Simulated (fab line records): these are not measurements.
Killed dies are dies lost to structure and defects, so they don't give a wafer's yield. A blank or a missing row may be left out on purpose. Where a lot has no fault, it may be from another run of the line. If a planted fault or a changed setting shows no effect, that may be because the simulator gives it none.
fab line records | flow sky130
[record] lots = 5 wafers = 15 last-day = 50
route steps=708 shown VT_ADJUST_PCH@148 SONOS_TUNNEL@154 PAD_OPEN@708
lots with no fault: from the same line, run without faults
start-h: hours from the record's first day to the start of the lot's first wafer shown | wait-h: hours elapsed since this lot's preceding step | " the same as in the row above | L1.1+2: a row that stands for several wafers | - value missing, or start not given | * or withheld: withheld | < > ~ a bound
route shown NAME@n: NAME is a module with steps in the file, n the number in the route of the first one | usual: average and standard deviation across the fault-free wafers | same: alike in all rows | chamber/n: place in a boat | sites: the reading at each site | _std_site: standard deviation of those values | _edge_site: inner sites' mean taken away from outer sites' mean | radius-mm: how far each site lies from the wafer's centre | mask NAME#n: copy n | behind: the last tool/chamber to shape the wafer | hold: why the lot was held/for how many hours/how that ended | device: transistor that didn't switch, given as n, p or np | end of line: tests of these same wafers at the route's end | where a step has no rows: the recipe by itself | killed: the dies lost at the first sort to structure and to defects; this is not the yield of the wafer | map: shows each die of a wafer: x if killed, . if not, _ if none is there
set.NAME: the setting as run; set.NAME@STEP: as run at that earlier step | model.NAME: the simulator's own value behind a step, which no gauge read
a table for each step, a row for each wafer; lots at some steps of the route
services: the hour from which a tool's chamber was out of use, counted from the record's first day as start-h (under 0 if before that day), plus the number of hours and why
[[steps]]
[step SKY_VT_ADJUST_PCH_PEB_05]
[recipe] temp-c = 115 time-s = withheld
[step SKY_VT_ADJUST_PCH_DEVELOP_06]
[recipe] wall-angle-deg = 90 developer = TMAH develop-time-s = 60 dev-temp-c = 23
[step SKY_VT_ADJUST_PCH_OVL_MEAS_07]
[usual] VT_ADJUST_PCH_OVL = 0.3/1.3
// columns lot.wafer tool chamber start-h wait-h VT_ADJUST_PCH_OVL[nm]
L527.2 overlay-01 - 191.51 - 0.8
L527.3 " - " " -0.5
L527.5 " - " " 0.2
L528.1 overlay-01 - 224.67 - 0.8
L528.5 " - " " 0.2
L528.6 " - " " 0.2
L535.1 overlay-02 - 293.81 - 1.7
L535.3 " - " " 0.8
L535.4 " - " " -0.2
L543.2 overlay-02 - 356.12 - -0.6
L543.4 " - " " -0.5
L543.5 " - " " 0.3
L550.2 overlay-01 - 426.02 - 1.6
L550.3 " - " " 2.1
L550.5 " - " " 0.3
[step SKY_VT_ADJUST_PCH_IMPLANT_08]
[recipe] species = B energy-kev = 10 dose-cm2 = 5e+11 tilt-deg = withheld
[step SKY_VT_ADJUST_PCH_STRIP_09]
[recipe] chemistry = O2/N2 power-w = 1400 pressure-mtorr = 1500 platen-temp-c = withheld o2-flow-sccm = 3000 n2-flow-sccm = 300 overash-fraction = 0.5
[usual] drypump-motor-current-A = 5.6/0.46 o2-flow-sccm = 3001/9.8 oes-product-au = 0.723/0.0044 strip-time-to-endpoint-s = 36.92/0.12
// columns lot.wafer tool chamber start-h wait-h drypump-motor-current-A o2-flow-sccm oes-product-au rf-hours-counter-h strip-time-to-endpoint-s
L527.2 plasma-asher-04 0 191.69 0.1 6.3 2990 0.717 50 36.92
L527.3 " 1 " " 5.0 3000 0.725 - 37.00
L527.5 " 1 " " 5.1 2986 0.731 - 37.04
L528.1 plasma-asher-04 1 224.86 0.1 5.1 3011 0.723 53 37.16
L528.5 " 1 " " 5.1 3001 0.721 - 37.14
L528.6 " 0 " " 6.3 3009 0.725 - 37.23
L535.1 plasma-asher-04 0 294.00 0.1 6.4 3018 0.727 60 36.89
L535.3 " 1 " " 5.0 3000 0.730 - 36.79
L535.4 " 0 " " 6.3 3012 0.712 - 36.72
L543.2 plasma-asher-04 1 356.30 0.1 5.1 2999 0.720 68 36.78
L543.4 " 0 " " 6.3 2989 0.726 - 36.73
L543.5 " 1 " " 5.1 3000 0.723 - 36.90
L550.2 plasma-asher-03 0 426.20 0.1 5.8 3006 0.733 27 36.71
L550.3 " 0 " " 5.8 3010 0.724 - 36.61
L550.5 " 0 " " 5.8 2999 0.724 - 36.77
[step SKY_VT_ADJUST_PCH_TW_MEAS_10]
[usual] VT_ADJUST_PCH_TW = 143.6/1.3
// columns lot.wafer tool chamber start-h wait-h VT_ADJUST_PCH_TW
L527.2 film-metro-02 - 191.80 0.1 144.8
L527.3 " - " " 145.1
L527.5 " - " " 145.4
L528.1 film-metro-02 - 224.96 0.1 144.7
L528.5 " - " " 145.6
L528.6 " - " " 144.8
L535.1 film-metro-02 - 294.10 0.1 144.8
L535.3 " - " " 145.1
L535.4 " - " " 146.0
L543.2 film-metro-02 - 356.41 0.1 145.6
L543.4 " - " " 144.9
L543.5 " - " " 145.3
L550.2 film-metro-04 - 426.31 0.1 143.3
L550.3 " - " " 143.5
L550.5 " - " " 142.7
[step SKY_SONOS_TUNNEL_DEHYDRATE_00]
[recipe] temp-c = 200 time-s = 60
[step SKY_SONOS_TUNNEL_HMDS_01]
[recipe] prime-time-s = 60 prime-temp-c = 120
[step SKY_SONOS_TUNNEL_COAT_02]
[recipe] resist = NOVOLAK spin-rpm = 3000 resist-thk-nm = 1140
[step SKY_SONOS_TUNNEL_SOFTBAKE_03]
[recipe] temp-c = 90 time-s = 60 resist = NOVOLAK
[step SKY_SONOS_TUNNEL_EXPOSE_04]
[recipe] mask-id = TUNM na = 0.6 source-shape = conventional sigma-outer = 0.6 polarization = unpolarized target-cd-nm = 410 dose-mj = 136
[step SKY_SONOS_TUNNEL_PEB_05]
[recipe] temp-c = withheld time-s = * resist = NOVOLAK
[step SKY_SONOS_TUNNEL_DEVELOP_06]
[recipe] resist = NOVOLAK developer = TMAH develop-time-s = 60 dev-temp-c = 23
[usual] developer-temp-C = 22.99/0.1
// columns lot.wafer tool chamber start-h wait-h developer-temp-C
L527.2 litho-track-03 0 213.70 0.1 23.10
L527.3 " 0 " " 22.91
L527.5 " 0 " " 22.84
L528.1 litho-track-03 0 249.77 0.1 22.86
L528.5 " 0 " " 23.03
L528.6 " 0 " " 23.08
L535.1 litho-track-02 0 320.75 0.1 22.89
L535.3 " 0 " " 22.99
L535.4 " 0 " " 23.02
L543.2 litho-track-03 0 383.95 0.1 23.05
L543.4 " 0 " " 23.01
L543.5 " 0 " " 22.99
L550.2 litho-track-04 0 456.63 0.1 22.88
L550.3 " 0 " " 22.92
L550.5 " 0 " " 22.82
[step SKY_SONOS_TUNNEL_CD_MEAS_07]
[recipe] target-cd-nm = 410
[usual] cd-nm = 410.1/2.4
// columns lot.wafer tool chamber start-h wait-h cd-nm
L527.2 cd-sem-01 - 213.84 0.1 409.7
L527.3 " - " " 410.0
L527.5 " - " " 408.8
L528.1 cd-sem-02 - 249.92 0.1 409.7
L528.5 " - " " 407.9
L528.6 " - " " 409.8
L535.1 cd-sem-02 - 320.90 0.1 406.2
L535.3 " - " " 404.7
L535.4 " - " " 405.8
L543.2 cd-sem-02 - 384.09 0.1 398.6
L543.4 " - " " 399.2
L543.5 " - " " 409.1
L550.2 cd-sem-02 - 456.77 0.1 406.7
L550.3 " - " " 406.0
L550.5 " - " " 406.9
[step SKY_SONOS_TUNNEL_OVL_MEAS_08]
[usual] SONOS_TUNNEL_OVL = 0.2/1
// columns lot.wafer tool chamber start-h wait-h SONOS_TUNNEL_OVL[nm]
L527.2 overlay-02 - 213.95 0.1 0.7
L527.3 " - " " -0.2
L527.5 " - " " 0.5
L528.1 overlay-02 - 250.04 0.1 0.5
L528.5 " - " " 1.8
L528.6 " - " " 0.8
L535.1 overlay-02 - 321.02 0.1 1.4
L535.3 " - " " 1.1
L535.4 " - " " 0.3
L543.2 overlay-01 - 384.20 0.1 0.4
L543.4 " - " " 0.8
L543.5 " - " " -1.2
L550.2 overlay-02 - 456.88 0.1 0.8
L550.3 " - " " 1.2
L550.5 " - " " 0.3
[step SKY_PAD_OPEN_PROBE_99]
[usual] killed_at_M0_to_M3 = 43/6.6 killed_at_M4_up = 3.2/1.8 killed-at-contacts = 24/5 killed-at-front-end = 15/4.5 killed-at-other = 0.2/0.46 killed-dies = 86/8.8 killed-open = 48/6.6 killed-short = 38/6.1
[same] gross-dies = 492 killed-at-back-side = 0
// columns lot.wafer tool chamber start-h wait-h killed_at_M0_to_M3 killed_at_M4_up killed-at-contacts killed-at-front-end killed-at-other killed-dies killed-open killed-short
L527.2 prober-02 - 1050.78 0.1 46 3 33 20 0 102 53 49
L527.3 prober-02 - 1050.83 0.2 47 4 35 11 0 97 58 39
L527.5 prober-02 - 1050.93 0.2 60 2 23 19 1 105 49 56
L528.1 prober-01 - 1071.77 0.1 44 1 26 19 1 91 50 41
L528.5 prober-01 - 1071.97 0.2 49 5 28 16 0 98 54 44
L528.6 prober-01 - 1072.02 0.2 33 4 24 9 0 70 44 26
L535.1 prober-01 - 1136.84 0.1 37 2 19 8 1 67 38 29
L535.3 prober-01 - 1136.94 0.2 33 1 34 12 0 80 44 36
L535.4 prober-01 - 1136.99 0.2 40 1 24 12 0 77 45 32
L543.2 prober-02 - 1180.48 0.1 44 0 25 7 0 76 46 30
L543.4 prober-02 - 1180.58 0.2 39 8 25 9 0 81 37 44
L543.5 prober-02 - 1180.63 0.2 49 5 21 14 0 89 52 37
L550.2 prober-01 - 1211.18 0.1 38 1 19 19 1 78 43 35
L550.3 prober-01 - 1211.23 0.2 38 2 24 21 0 85 41 44
L550.5 prober-01 - 1211.33 0.2 38 6 21 16 0 81 39 42
// killed by level:class
L527.2 CONTACT:geometric-particle:open=10 VIA1:geometric-particle:open=9 VIA3:geometric-particle:open=9 LOCAL_INTERCONNECT:geometric-particle:short=8 FIELD_ISO:geometric-particle:short=7 VIA2:geometric-particle:short=6 LI_CONTACT:geometric-particle:open=5 CONTACT:geometric-particle:short=5
L527.3 CONTACT:geometric-particle:open=16 VIA3:geometric-particle:open=9 METAL2:geometric-particle:short=7 LI_CONTACT:geometric-particle:open=7 VIA1:geometric-particle:open=7 METAL1:geometric-particle:short=6 VIA2:geometric-particle:open=6 FIELD_ISO:geometric-particle:open=4
L527.5 CONTACT:geometric-particle:open=13 VIA1:geometric-particle:open=11 METAL1:geometric-particle:short=11 FIELD_ISO:geometric-particle:short=9 VIA3:geometric-particle:open=9 VIA1:geometric-particle:short=9 CONTACT:geometric-particle:short=5 METAL2:geometric-particle:short=5
L528.1 CONTACT:geometric-particle:open=11 VIA1:geometric-particle:open=10 METAL2:geometric-particle:short=8 FIELD_ISO:geometric-particle:open=7 VIA1:geometric-particle:short=6 LI_CONTACT:geometric-particle:short=5 LI_CONTACT:geometric-particle:open=5 VIA3:geometric-particle:open=5
L528.5 VIA1:geometric-particle:open=13 CONTACT:geometric-particle:open=10 METAL2:geometric-particle:short=10 CONTACT:geometric-particle:short=7 POLY_GATE:geometric-particle:open=6 VIA2:geometric-particle:open=6 FIELD_ISO:geometric-particle:open=5 LI_CONTACT:geometric-particle:open=5
L528.6 VIA1:geometric-particle:open=9 LI_CONTACT:geometric-particle:open=8 VIA3:geometric-particle:open=6 CONTACT:geometric-particle:open=5 CONTACT:geometric-particle:short=5 VIA2:geometric-particle:open=5 FIELD_ISO:geometric-particle:open=3 LI_CONTACT:geometric-particle:short=3
L535.1 CONTACT:geometric-particle:open=10 VIA2:geometric-particle:open=9 VIA3:geometric-particle:open=7 VIA1:geometric-particle:open=5 CONTACT:geometric-particle:short=4 METAL1:geometric-particle:short=4 FIELD_ISO:geometric-particle:short=3 METAL2:geometric-particle:short=3
L535.3 CONTACT:geometric-particle:open=17 VIA1:geometric-particle:open=8 POLY_GATE:geometric-particle:short=5 LI_CONTACT:geometric-particle:short=5 METAL1:geometric-particle:short=5 POLY_GATE:geometric-particle:open=4 LI_CONTACT:geometric-particle:open=4 LOCAL_INTERCONNECT:geometric-particle:short=4
L535.4 CONTACT:geometric-particle:open=9 VIA1:geometric-particle:open=9 VIA3:geometric-particle:open=8 METAL1:geometric-particle:short=6 LI_CONTACT:geometric-particle:open=5 METAL2:geometric-particle:short=5 LOCAL_INTERCONNECT:geometric-particle:short=4 VIA2:geometric-particle:open=4
L543.2 CONTACT:geometric-particle:open=11 VIA1:geometric-particle:short=11 VIA2:geometric-particle:open=11 VIA1:geometric-particle:open=8 LI_CONTACT:geometric-particle:open=5 LI_CONTACT:geometric-particle:short=5 VIA3:geometric-particle:open=5 METAL1:geometric-particle:short=4
L543.4 CONTACT:geometric-particle:open=8 CONTACT:geometric-particle:short=7 VIA1:geometric-particle:open=7 VIA3:geometric-particle:open=7 METAL4:geometric-particle:short=7 METAL2:geometric-particle:short=6 VIA2:geometric-particle:open=6 METAL1:geometric-particle:short=5
L543.5 VIA1:geometric-particle:open=12 VIA3:geometric-particle:open=9 LI_CONTACT:geometric-particle:open=8 CONTACT:geometric-particle:open=8 VIA1:geometric-particle:short=7 METAL1:geometric-particle:short=5 FIELD_ISO:geometric-particle:short=4 FIELD_ISO:geometric-particle:open=3
L550.2 VIA3:geometric-particle:open=10 VIA1:geometric-particle:open=7 POLY_CUT:geometric-particle:short=6 LI_CONTACT:geometric-particle:open=5 FIELD_ISO:geometric-particle:open=4 CONTACT:geometric-particle:open=4 METAL1:geometric-particle:short=4 FIELD_ISO:geometric-particle:short=3
L550.3 CONTACT:geometric-particle:open=9 POLY_GATE:geometric-particle:open=7 METAL1:geometric-particle:short=7 VIA1:geometric-particle:short=7 FIELD_ISO:geometric-particle:short=5 LOCAL_INTERCONNECT:geometric-particle:short=5 METAL2:geometric-particle:short=5 LI_CONTACT:geometric-particle:open=4
L550.5 VIA1:geometric-particle:open=14 CONTACT:geometric-particle:open=9 LOCAL_INTERCONNECT:geometric-particle:short=6 VIA1:geometric-particle:short=6 METAL4:geometric-particle:short=5 POLY_GATE:geometric-particle:short=4 POLY_GATE:geometric-particle:open=4 LI_CONTACT:geometric-particle:open=4
[[services]]
// columns tool chamber start-h hours kind
plasma-asher-03 - 190.67 2.8 pm
plasma-asher-04 - 279.86 3.0 repair
plasma-asher-03 - 340.07 28.1 pm
plasma-asher-03 - 403.30 1.7 repair
plasma-asher-04 - 421.25 9.0 pm
plasma-asher-04 0 421.25 9.0 vent-cycle
plasma-asher-04 1 421.25 9.0 vent-cycle
plasma-asher-04 0 430.25 - clean
plasma-asher-04 1 430.25 - clean
plasma-asher-03 - 453.29 5.7 repair
[[key]]
[first-sign] step = SKY_SONOS_TUNNEL_CD_MEAS_07 reading = cd-nm direction = down sigmas = 4.8 usual = 410.1 struck = 398.9
effect none on later readings
met-at SKY_SONOS_TUNNEL_DEVELOP_06
struck-wafers L543.2,L543.4
tester-left-out L543
onset-between 249.77 383.95
[fault] kind = process-parameter-drift tool = litho-track-03 chamber = - onset-h = 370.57 steps = SKY_SONOS_TUNNEL_DEVELOP_06 channel = develop-time-s offset = * shape = step end-h = 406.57 scope = struck-wafers-only acts-in = * stated = *
// tester-left-out: of these lots the tester's yield and bins aren't shown, on N5 and GAA mostly nor the transistor test; their killed dies are dies lost to structure and defects alone, not to doping, threshold or leakage, so they don't give the yield
